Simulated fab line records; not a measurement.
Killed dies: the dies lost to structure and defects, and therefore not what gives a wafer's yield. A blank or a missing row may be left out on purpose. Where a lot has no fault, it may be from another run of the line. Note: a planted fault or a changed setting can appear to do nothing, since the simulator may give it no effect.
fab line records	flow gf180mcu
record lots=24	wafers=72	last-day=34
route steps=602 shown M2@376 V2@400 MIM@507 M5@533 V5@542
lots untouched by any fault: they come from a run of this same line in which no faults occurred
start-h: the number of hours between the record's first day and the start of the first shown wafer of the lot	wait-h: hours from the lot's prior step to this one	" unchanged from the row above	L1.1+2: one row covering several wafers at once	- no value, or no start given	* or withheld: withheld	< > ~ a bound
route shown NAME@n: NAME is a module with steps in the file, n the number in the route of the first one	usual: mean/standard deviation taken from wafers without a fault	same: alike in all rows	chamber/n: place in a boat	sites: readings site by site	_std_site: the standard deviation of these	_edge_site: inner sites' mean taken away from outer sites' mean	radius-mm: how far each site lies from the wafer's centre	mask NAME#n: copy n	behind: tool/chamber where the wafer was last shaped	hold: reason for holding the lot/hours on hold/outcome of the hold	device: names the non-switching transistor (n, p or np)	end of line: at the end of the route, the tests of the same wafers	step lacking rows: just its recipe	killed: count of dies lost to structure and defects at first sort (not the wafer's yield)	map: shows each die of a wafer: x if killed, . if not, _ if none is there
set.NAME: the setting that was run; set.NAME@STEP: the one run at that earlier step	model.NAME: the simulator's own value behind a step, which no gauge read
the route's steps for a sample of lots (tables are steps, rows are wafers)
services: when a tool's chamber went out of use (start-h, in hours from the record's first day, below 0 if earlier), for how many hours, and the reason
## steps
# step GF_M2_CD_MEAS_14
# recipe target-cd-nm=280
# usual cd-nm=280.4/1.1
lot.wafer	tool	chamber	start-h	wait-h	cd-nm
L074.1	cd-sem-01	-	434.05	0.1	281.3
L074.2	"	-	"	"	280.8
L074.3	"	-	"	"	279.3
L075.2	cd-sem-02	-	441.67	0.1	281.3
L075.3	"	-	"	"	280.7
L075.5	"	-	"	"	279.6
L076.1	cd-sem-01	-	449.35	0.1	278.6
L076.2	"	-	"	"	280.7
L076.4	"	-	"	"	281.0
L077.2	cd-sem-02	-	463.57	0.1	281.0
L077.3	"	-	"	"	281.3
L077.6	"	-	"	"	280.2
L078.1	cd-sem-02	-	470.17	0.2	281.5
L078.3	"	-	"	"	280.3
L078.6	"	-	"	"	279.7
L079.3	cd-sem-01	-	477.34	0.1	279.3
L079.4	"	-	"	"	280.3
L079.6	"	-	"	"	280.4
L080.4	cd-sem-01	-	491.11	0.1	279.2
L080.5	"	-	"	"	279.4
L080.6	"	-	"	"	278.8
L081.2	cd-sem-01	-	499.17	0.1	280.0
L081.3	"	-	"	"	278.9
L081.4	"	-	"	"	278.7
L082.1	cd-sem-01	-	504.50	0.1	279.9
L082.4	"	-	"	"	279.9
L082.6	"	-	"	"	280.2
L083.1	cd-sem-02	-	517.25	0.1	281.6
L083.3	"	-	"	"	282.8
L083.6	"	-	"	"	283.4
L084.1	cd-sem-01	-	522.95	0.1	279.9
L084.3	"	-	"	"	280.5
L084.4	"	-	"	"	279.8
L085.2	cd-sem-01	-	534.07	0.1	279.4
L085.3	"	-	"	"	278.8
L085.6	"	-	"	"	279.9
L086.1	cd-sem-02	-	536.25	0.1	280.9
L086.3	"	-	"	"	280.3
L086.6	"	-	"	"	280.6
L087.2	cd-sem-02	-	556.77	0.1	280.2
L087.4	"	-	"	"	280.1
L087.6	"	-	"	"	282.0
L088.2	cd-sem-02	-	559.82	0.1	281.6
L088.4	"	-	"	"	281.8
L088.5	"	-	"	"	282.1
L089.1	cd-sem-02	-	567.45	0.1	278.9
L089.3	"	-	"	"	279.9
L089.6	"	-	"	"	279.0
L090.2	cd-sem-01	-	576.52	0.1	281.0
L090.3	"	-	"	"	280.3
L090.5	"	-	"	"	279.6
L091.1	cd-sem-01	-	582.75	0.1	281.9
L091.4	"	-	"	"	282.8
L091.5	"	-	"	"	282.1
L092.1	cd-sem-01	-	590.85	0.1	281.3
L092.2	"	-	"	"	280.2
L092.3	"	-	"	"	281.5
L093.2	cd-sem-01	-	599.01	0.1	282.7
L093.4	"	-	"	"	281.8
L093.5	"	-	"	"	283.2
L094.2	cd-sem-02	-	609.71	0.1	279.6
L094.3	"	-	"	"	279.7
L094.5	"	-	"	"	280.1
L095.1	cd-sem-01	-	614.95	0.1	281.1
L095.3	"	-	"	"	280.5
L095.6	"	-	"	"	280.6
L096.1	cd-sem-01	-	619.95	0.1	279.0
L096.4	"	-	"	"	279.2
L096.6	"	-	"	"	279.0
L097.4	cd-sem-01	-	623.13	0.1	280.5
L097.5	"	-	"	"	280.2
L097.6	"	-	"	"	280.2
# step GF_V2_STRIP_18
# recipe chemistry=O2/N2	power-w=1400	pressure-mtorr=1500	platen-temp-c=250	o2-flow-sccm=3000	n2-flow-sccm=300	overash-fraction=0.5
# usual drypump-motor-current-A=5.9/0.4	heater-power-w=337/32	oes-product-au=0.592/0.0045
lot.wafer	tool	chamber	start-h	wait-h	drypump-motor-current-A	heater-power-w	oes-product-au	rf-hours-counter-h
L074.1	plasma-asher-03	0	460.28	-	6.5	318	0.593	4
L074.2	"	1	"	"	5.9	339	0.597	4
L074.3	"	1	"	"	5.9	338	0.587	-
L075.2	plasma-asher-01	1	467.65	-	5.5	321	0.590	88
L075.3	"	0	"	"	6.3	362	0.589	-
L075.5	"	1	"	"	5.5	313	0.583	-
L076.1	plasma-asher-02	1	474.89	-	5.9	373	0.594	35
L076.2	"	0	"	"	5.4	292	0.592	35
L076.4	"	1	"	"	5.8	371	0.588	-
L077.2	plasma-asher-01	0	488.58	-	6.3	373	0.596	90
L077.3	"	0	"	"	6.3	368	0.592	-
L077.6	"	0	"	"	6.3	361	0.595	-
L078.1	plasma-asher-02	0	495.84	-	5.4	288	0.593	37
L078.3	"	1	"	"	5.8	379	0.589	-
L078.6	"	1	"	"	5.9	375	0.591	-
L079.3	plasma-asher-03	1	502.62	-	5.9	343	0.597	-
L079.4	"	0	"	"	6.5	307	0.590	-
L079.6	"	1	"	"	5.9	344	0.594	-
L080.4	plasma-asher-01	1	517.07	-	5.5	308	0.594	-
L080.5	"	0	"	"	6.3	369	0.588	-
L080.6	"	1	"	"	5.5	314	0.597	-
L081.2	plasma-asher-03	0	523.59	-	6.5	324	0.589	9
L081.3	"	1	"	"	5.9	340	0.592	-
L081.4	"	0	"	"	6.5	328	0.593	-
L082.1	plasma-asher-01	0	529.84	-	6.3	372	0.589	95
L082.4	"	0	"	"	6.3	366	0.594	-
L082.6	"	0	"	"	6.3	364	0.589	-
L083.1	plasma-asher-02	1	542.53	-	5.8	375	0.600	42
L083.3	"	1	"	"	5.8	378	0.597	-
L083.6	"	1	"	"	5.8	379	0.586	-
L084.1	plasma-asher-02	1	548.03	-	5.8	371	0.589	43
L084.3	"	1	"	"	5.8	377	0.586	-
L084.4	"	0	"	"	5.4	295	0.597	-
L085.2	plasma-asher-01	0	558.53	-	6.3	374	0.592	97
L085.3	"	1	"	"	5.5	307	0.593	-
L085.6	"	1	"	"	5.5	312	0.600	-
L086.1	plasma-asher-02	1	561.09	-	5.9	377	0.594	44
L086.3	"	1	"	"	5.9	375	0.598	-
L086.6	"	0	"	"	5.4	289	0.594	-
L087.2	plasma-asher-02	1	580.43	-	5.8	381	0.591	46
L087.4	"	0	"	"	5.4	298	0.591	-
L087.6	"	0	"	"	5.4	296	0.593	-
L088.2	plasma-asher-01	1	583.68	-	5.5	307	0.592	100
L088.4	"	0	"	"	6.3	367	0.582	-
L088.5	"	1	"	"	5.5	304	0.588	-
L089.1	plasma-asher-03	0	591.74	-	6.5	322	0.598	16
L089.3	"	1	"	"	5.9	345	0.592	-
L089.6	"	0	"	"	6.5	318	0.599	-
L090.2	plasma-asher-02	0	600.28	-	5.4	299	0.587	49
L090.3	"	0	"	"	5.4	299	0.583	-
L090.5	"	0	"	"	5.4	295	0.590	-
L091.1	plasma-asher-02	0	605.23	-	5.4	298	0.596	49
L091.4	"	0	"	"	5.4	288	0.593	-
L091.5	"	1	"	"	5.8	387	0.598	-
L092.1	plasma-asher-01	1	613.93	-	5.5	309	0.594	103
L092.2	"	0	"	"	6.3	360	0.591	103
L092.3	"	0	"	"	6.3	364	0.590	-
L093.2	plasma-asher-03	1	622.03	-	5.9	350	0.592	19
L093.4	"	1	"	"	5.9	342	0.597	-
L093.5	"	1	"	"	5.9	350	0.586	-
L094.2	plasma-asher-02	1	632.43	-	5.8	375	0.592	52
L094.3	"	0	"	"	5.4	299	0.594	-
L094.5	"	0	"	"	5.4	294	0.607	-
L095.1	plasma-asher-01	0	637.18	-	6.3	363	0.589	106
L095.3	"	1	"	"	5.5	307	0.599	-
L095.6	"	0	"	"	6.4	365	0.594	-
L096.1	plasma-asher-01	1	642.08	-	5.5	317	0.588	107
L096.4	"	0	"	"	6.3	362	0.595	-
L096.6	"	1	"	"	5.5	313	0.590	-
L097.4	plasma-asher-01	1	644.92	-	5.5	318	0.591	-
L097.5	"	1	"	"	5.5	310	0.594	-
L097.6	"	0	"	"	6.3	364	0.590	-
# step GF_MIM_SPUTTER_04
# recipe material=TiN	target-thk-nm=50	power-w=6500	time-s=41.7	chamber-pressure-pa=0.4
# usual chamber-pressure-pa=0.4001/0.0008	throttle-valve-pct=30.1/1.1
lot.wafer	tool	chamber	start-h	wait-h	chamber-pressure-pa	throttle-valve-pct
L074.1	pvd-sputter-02	-	560.90	0.0	0.4003	29.8
L074.2	"	-	"	"	0.4002	29.5
L074.3	"	-	"	"	0.4007	28.9
L075.2	pvd-sputter-01	-	570.37	0.0	0.4003	31.1
L075.3	"	-	"	"	0.3994	29.3
L075.5	"	-	"	"	0.3999	31.3
L076.1	pvd-sputter-02	-	575.15	0.0	0.4007	30.0
L076.2	"	-	"	"	0.4003	29.1
L076.4	"	-	"	"	0.3992	28.7
L077.2	pvd-sputter-03	-	588.98	0.0	0.3990	29.3
L077.3	"	-	"	"	0.4005	30.7
L077.6	"	-	"	"	0.3987	30.5
L078.1	pvd-sputter-02	-	595.27	0.0	0.3995	29.9
L078.3	"	-	"	"	0.3995	29.8
L078.6	"	-	"	"	0.4007	29.2
L079.3	pvd-sputter-01	-	601.34	0.0	0.3997	29.2
L079.4	"	-	"	"	0.4008	31.2
L079.6	"	-	"	"	0.3999	30.9
L080.4	pvd-sputter-03	-	613.83	0.0	0.3995	29.0
L080.5	"	-	"	"	0.4006	32.4
L080.6	"	-	"	"	0.4004	29.4
L081.2	pvd-sputter-01	-	620.43	0.0	0.3997	30.9
L081.3	"	-	"	"	0.3998	29.4
L081.4	"	-	"	"	0.4003	29.2
L082.1	pvd-sputter-02	-	624.72	0.0	0.4001	29.8
L082.4	"	-	"	"	0.3999	29.9
L082.6	"	-	"	"	0.4006	28.9
L083.1	pvd-sputter-03	-	636.31	0.0	0.4021	32.6
L083.3	"	-	"	"	0.3994	29.1
L083.6	"	-	"	"	0.4006	32.3
L084.1	pvd-sputter-03	-	641.47	0.0	0.4011	32.3
L084.3	"	-	"	"	0.4007	29.5
L084.4	"	-	"	"	0.4004	29.3
L085.2	pvd-sputter-03	-	649.79	0.0	0.3991	32.6
L085.3	"	-	"	"	0.4007	29.2
L085.6	"	-	"	"	0.4011	29.3
L086.1	pvd-sputter-01	-	653.79	0.0	0.4010	31.4
L086.3	"	-	"	"	0.3997	29.4
L086.6	"	-	"	"	0.3999	29.2
L087.2	pvd-sputter-01	-	669.49	0.0	0.4018	31.2
L087.4	"	-	"	"	0.3996	29.3
L087.6	"	-	"	"	0.4004	31.6
L088.2	pvd-sputter-03	-	672.32	0.0	0.3999	29.4
L088.4	"	-	"	"	0.4001	30.5
L088.5	"	-	"	"	0.3996	32.5
L089.1	pvd-sputter-03	-	679.73	0.0	0.3980	29.1
L089.3	"	-	"	"	0.4010	30.4
L089.6	"	-	"	"	0.3974	29.3
L090.2	pvd-sputter-02	-	686.98	0.0	0.4005	28.9
L090.3	"	-	"	"	0.3997	30.3
L090.5	"	-	"	"	0.4008	28.8
L091.1	pvd-sputter-03	-	691.22	0.0	0.4006	32.3
L091.4	"	-	"	"	0.3995	29.2
L091.5	"	-	"	"	0.3998	32.4
L092.1	pvd-sputter-02	-	699.23	0.0	0.4009	29.0
L092.2	"	-	"	"	0.4006	29.9
L092.3	"	-	"	"	0.4009	29.0
L093.2	pvd-sputter-01	-	705.58	0.0	0.4000	29.4
L093.4	"	-	"	"	0.4001	31.2
L093.5	"	-	"	"	0.3999	29.2
L094.2	pvd-sputter-02	-	713.89	0.0	0.4005	29.2
L094.3	"	-	"	"	0.4006	28.6
L094.5	"	-	"	"	0.3996	29.6
L095.1	pvd-sputter-02	-	719.32	0.0	0.3999	29.8
L095.3	"	-	"	"	0.4012	28.7
L095.6	"	-	"	"	0.3996	30.3
L096.1	pvd-sputter-01	-	723.72	0.0	0.4002	29.3
L096.4	"	-	"	"	0.3996	31.1
L096.6	"	-	"	"	0.3994	31.0
L097.4	pvd-sputter-01	-	727.67	0.0	0.3995	29.3
L097.5	"	-	"	"	0.3999	31.0
L097.6	"	-	"	"	0.3990	29.3
# step GF_M5_CD_MEAS_07
# recipe target-cd-nm=280
# usual cd-nm=280.5/1.1
lot.wafer	tool	chamber	start-h	wait-h	cd-nm
L074.1	cd-sem-02	-	604.60	0.1	279.7
L074.2	"	-	"	"	281.3
L074.3	"	-	"	"	280.6
L075.2	cd-sem-02	-	613.97	0.1	281.1
L075.3	"	-	"	"	283.8
L075.5	"	-	"	"	282.9
L076.1	cd-sem-01	-	618.65	0.1	279.8
L076.2	"	-	"	"	278.4
L076.4	"	-	"	"	280.2
L077.2	cd-sem-01	-	631.27	0.1	281.0
L077.3	"	-	"	"	280.5
L077.6	"	-	"	"	279.9
L078.1	cd-sem-01	-	636.65	0.1	280.3
L078.3	"	-	"	"	280.0
L078.6	"	-	"	"	280.6
L079.3	cd-sem-01	-	642.29	0.1	279.7
L079.4	"	-	"	"	281.7
L079.6	"	-	"	"	281.1
L080.4	cd-sem-02	-	653.66	0.1	280.4
L080.5	"	-	"	"	280.3
L080.6	"	-	"	"	280.1
L081.2	cd-sem-01	-	660.77	0.1	282.5
L081.3	"	-	"	"	281.3
L081.4	"	-	"	"	280.4
L082.1	cd-sem-02	-	665.70	0.1	278.5
L082.4	"	-	"	"	278.6
L082.6	"	-	"	"	279.9
L083.1	cd-sem-01	-	676.34	0.1	282.0
L083.3	"	-	"	"	281.6
L083.6	"	-	"	"	282.9
L084.1	cd-sem-02	-	680.94	0.1	281.7
L084.3	"	-	"	"	280.8
L084.4	"	-	"	"	282.2
L085.2	cd-sem-02	-	688.56	0.1	280.4
L085.3	"	-	"	"	280.8
L085.6	"	-	"	"	280.9
L086.1	cd-sem-02	-	692.19	0.1	279.7
L086.3	"	-	"	"	280.4
L086.6	"	-	"	"	279.8
L087.2	cd-sem-01	-	705.52	0.1	279.6
L087.4	"	-	"	"	279.6
L087.6	"	-	"	"	278.9
L088.2	cd-sem-02	-	708.07	0.1	281.2
L088.4	"	-	"	"	281.0
L088.5	"	-	"	"	280.2
L089.1	cd-sem-01	-	714.35	0.1	279.0
L089.3	"	-	"	"	279.3
L089.6	"	-	"	"	278.1
L090.2	cd-sem-01	-	727.56	0.1	281.5
L090.3	"	-	"	"	282.0
L090.5	"	-	"	"	281.7
L091.1	cd-sem-01	-	728.35	0.1	280.7
L091.4	"	-	"	"	281.1
L091.5	"	-	"	"	281.4
L092.1	cd-sem-02	-	733.49	0.1	281.0
L092.2	"	-	"	"	280.5
L092.3	"	-	"	"	281.0
L093.2	cd-sem-02	-	740.22	0.1	280.2
L093.4	"	-	"	"	279.6
L093.5	"	-	"	"	278.9
L094.2	cd-sem-02	-	748.56	0.1	280.6
L094.3	"	-	"	"	280.5
L094.5	"	-	"	"	279.4
L095.1	cd-sem-02	-	752.35	0.1	279.1
L095.3	"	-	"	"	279.1
L095.6	"	-	"	"	278.6
L096.1	cd-sem-02	-	758.70	0.1	281.5
L096.4	"	-	"	"	281.9
L096.6	"	-	"	"	279.9
L097.4	cd-sem-01	-	761.56	0.1	279.8
L097.5	"	-	"	"	279.9
L097.6	"	-	"	"	281.7
# step GF_V5_CVD_02
# recipe material=SiO2	target-thk-nm=1450	precursor=TEOS	temp-c=400	time-s=163.28	rf-w=600
# usual heater-power-w=661/87
lot.wafer	tool	chamber	start-h	wait-h	heater-power-w
L074.1	pecvd-04	0	605.58	0.1	607
L074.2	"	1	"	"	852
L074.3	"	2	"	"	801
L075.2	pecvd-04	0	615.02	0.0	714
L075.3	"	2	"	"	742
L075.5	"	2	"	"	799
L076.1	pecvd-04	1	619.64	0.1	808
L076.2	"	2	"	"	704
L076.4	"	1	"	"	681
L077.2	pecvd-04	1	632.28	0.0	845
L077.3	"	2	"	"	799
L077.6	"	1	"	"	666
L078.1	pecvd-04	2	637.60	0.1	773
L078.3	"	0	"	"	604
L078.6	"	2	"	"	780
L079.3	pecvd-01	2	643.20	0.0	589
L079.4	"	2	"	"	674
L079.6	"	0	"	"	695
L080.4	pecvd-01	0	654.60	0.1	598
L080.5	"	1	"	"	511
L080.6	"	2	"	"	559
L081.2	pecvd-01	1	661.69	0.0	540
L081.3	"	2	"	"	594
L081.4	"	0	"	"	589
L082.1	pecvd-04	2	666.64	0.1	735
L082.4	"	1	"	"	685
L082.6	"	2	"	"	791
L083.1	pecvd-01	2	677.29	0.1	654
L083.3	"	0	"	"	739
L083.6	"	1	"	"	511
L084.1	pecvd-01	1	681.92	0.1	611
L084.3	"	2	"	"	690
L084.4	"	0	"	"	586
L085.2	pecvd-01	0	689.53	0.0	743
L085.3	"	1	"	"	578
L085.6	"	1	"	"	641
L086.1	pecvd-01	1	693.23	0.1	550
L086.3	"	0	"	"	615
L086.6	"	2	"	"	689
L087.2	pecvd-02	0	706.49	0.0	497
L087.4	"	1	"	"	572
L087.6	"	2	"	"	491
L088.2	pecvd-04	2	708.99	0.0	738
L088.4	"	1	"	"	688
L088.5	"	0	"	"	678
L089.1	pecvd-01	1	715.33	0.1	650
L089.3	"	0	"	"	707
L089.6	"	0	"	"	615
L090.2	pecvd-01	2	728.50	0.0	565
L090.3	"	0	"	"	681
L090.5	"	1	"	"	635
L091.1	pecvd-01	1	729.30	0.1	546
L091.4	"	1	"	"	636
L091.5	"	0	"	"	707
L092.1	pecvd-01	0	734.44	0.1	719
L092.2	"	2	"	"	681
L092.3	"	1	"	"	565
L093.2	pecvd-02	0	741.15	0.0	574
L093.4	"	0	"	"	591
L093.5	"	2	"	"	502
L094.2	pecvd-01	0	749.51	0.0	695
L094.3	"	2	"	"	680
L094.5	"	0	"	"	750
L095.1	pecvd-04	2	753.33	0.1	750
L095.3	"	1	"	"	791
L095.6	"	2	"	"	801
L096.1	pecvd-04	2	759.64	0.1	820
L096.4	"	0	"	"	680
L096.6	"	1	"	"	656
L097.4	pecvd-01	1	762.50	0.1	628
L097.5	"	0	"	"	610
L097.6	"	2	"	"	563
# step GF_V5_ETCH_16
# recipe chemistry=N2/H2	target-depth-a=withheld	overetch-a=withheld	time-s=withheld	target=BARC	ion-energy-ev=200	source-w=500	bias-w=100	pressure-mtorr=30	n2-flow-sccm=100	h2-flow-sccm=200
# usual drypump-motor-current-A=5.7/0.45	oes-product-au=0.855/0.0045	throttle-valve-pct=13.224/0.0091
lot.wafer	tool	chamber	start-h	wait-h	drypump-motor-current-A	oes-product-au	throttle-valve-pct
L074.1	rie-diel-04	2	627.36	0.0	6.2	0.854	13.225
L074.2	"	0	"	"	5.4	0.852	13.225
L074.3	"	3	"	"	5.4	0.855	13.238
L075.2	rie-diel-04	0	636.11	0.0	5.4	0.851	13.216
L075.3	"	1	"	"	6.4	0.860	13.217
L075.5	"	2	"	"	6.2	0.846	13.222
L076.1	rie-diel-01	0	640.40	0.0	5.7	0.864	13.214
L076.2	"	1	"	"	5.2	0.849	13.216
L076.4	"	3	"	"	5.8	0.854	13.232
L077.2	rie-diel-01	2	652.61	0.0	4.8	0.857	13.221
L077.3	"	1	"	"	5.2	0.852	13.227
L077.6	"	2	"	"	4.8	0.857	13.218
L078.1	rie-diel-01	1	658.01	0.0	5.2	0.861	13.216
L078.3	"	2	"	"	4.8	0.859	13.224
L078.6	"	1	"	"	5.2	0.861	13.224
L079.3	rie-diel-01	1	663.11	0.0	5.2	0.863	13.222
L079.4	"	2	"	"	4.8	0.855	13.238
L079.6	"	0	"	"	5.7	0.854	13.214
L080.4	rie-diel-03	0	674.65	0.0	5.8	0.860	13.224
L080.5	"	2	"	"	5.6	0.853	13.227
L080.6	"	3	"	"	5.7	0.850	13.222
L081.2	rie-diel-04	1	681.71	0.0	6.4	0.858	13.219
L081.3	"	2	"	"	6.2	0.862	13.237
L081.4	"	1	"	"	6.4	0.856	13.232
L082.1	rie-diel-01	1	686.70	0.0	5.2	0.858	13.231
L082.4	"	2	"	"	4.8	0.856	13.226
L082.6	"	1	"	"	5.2	0.845	13.229
L083.1	rie-diel-03	1	696.61	0.0	5.7	0.856	13.209
L083.3	"	2	"	"	5.6	0.858	13.223
L083.6	"	1	"	"	5.7	0.848	13.226
L084.1	rie-diel-03	0	701.35	0.0	5.8	0.856	13.233
L084.3	"	1	"	"	5.7	0.850	13.219
L084.4	"	3	"	"	5.6	0.857	13.220
L085.2	rie-diel-03	0	708.00	0.0	5.8	0.852	13.219
L085.3	"	1	"	"	5.7	0.862	13.217
L085.6	"	3	"	"	5.6	0.857	13.227
L086.1	rie-diel-03	2	711.06	0.0	5.6	0.851	13.237
L086.3	"	3	"	"	5.7	0.855	13.235
L086.6	"	1	"	"	5.7	0.854	13.214
L087.2	rie-diel-04	2	724.20	0.0	6.2	0.847	13.239
L087.4	"	0	"	"	5.5	0.856	13.227
L087.6	"	1	"	"	6.5	0.854	13.229
L088.2	rie-diel-04	2	727.37	0.0	6.2	0.846	13.205
L088.4	"	3	"	"	5.4	0.855	13.225
L088.5	"	0	"	"	5.4	0.860	13.234
L089.1	rie-diel-04	0	734.00	0.0	5.4	0.855	13.204
L089.3	"	3	"	"	5.4	0.854	13.243
L089.6	"	0	"	"	5.4	0.856	13.230
L090.2	rie-diel-03	2	746.20	0.0	5.6	0.862	13.242
L090.3	"	0	"	"	5.8	0.854	13.229
L090.5	"	1	"	"	5.7	0.855	13.222
L091.1	rie-diel-04	1	747.60	0.0	6.5	0.846	13.251
L091.4	"	2	"	"	6.2	0.853	13.218
L091.5	"	1	"	"	6.5	0.849	13.218
L092.1	rie-diel-04	3	752.25	0.0	5.4	0.859	13.218
L092.2	"	1	"	"	6.4	0.860	13.212
L092.3	"	2	"	"	6.2	0.857	13.224
L093.2	rie-diel-04	0	758.97	0.0	5.5	0.855	13.206
L093.4	"	3	"	"	5.4	0.857	13.226
L093.5	"	3	"	"	5.4	0.861	13.215
L094.2	rie-diel-01	3	766.50	0.0	5.8	0.861	13.219
L094.3	"	0	"	"	5.7	0.854	13.210
L094.5	"	3	"	"	5.8	0.849	13.242
L095.1	rie-diel-03	1	770.50	0.0	5.7	0.843	13.218
L095.3	"	0	"	"	5.8	0.855	13.216
L095.6	"	0	"	"	5.8	0.850	13.204
L096.1	rie-diel-04	0	775.60	0.0	5.4	0.852	13.237
L096.4	"	2	"	"	6.2	0.847	13.224
L096.6	"	2	"	"	6.2	0.858	13.233
L097.4	rie-diel-01	2	778.20	0.0	4.8	0.856	13.233
L097.5	"	1	"	"	5.2	0.854	13.222
L097.6	"	2	"	"	4.8	0.853	13.226
## services
tool	chamber	start-h	hours	kind
pvd-sputter-01	-	445.57	2.4	repair
pvd-sputter-02	-	467.18	2.4	repair
pvd-sputter-03	-	473.31	2.2	repair
pvd-sputter-02	-	478.89	2.5	repair
pvd-sputter-02	-	497.58	1.7	repair
plasma-asher-01	-	534.64	1.6	repair
pecvd-01	-	556.40	1.5	repair
pecvd-01	0	570.37	2.0	repair
rie-diel-04	-	570.40	2.3	repair
pecvd-04	2	578.25	14.9	repair
pecvd-04	-	589.60	1.1	repair
pecvd-04	-	591.12	14.0	pm
rie-diel-04	1	599.60	10.7	repair
rie-diel-04	3	634.65	1.8	repair
rie-diel-04	1	645.32	1.6	repair
rie-diel-04	0	652.49	1.4	repair
plasma-asher-01	-	655.48	14.6	pm
rie-diel-04	0	675.33	8.4	repair
rie-diel-04	3	678.64	10.3	repair
pecvd-01	-	697.02	14.6	pm
rie-diel-04	3	699.34	6.8	repair
plasma-asher-01	-	733.75	9.0	pm
plasma-asher-02	-	753.28	5.2	repair
pecvd-04	-	772.49	14.6	pm
## key
fault none
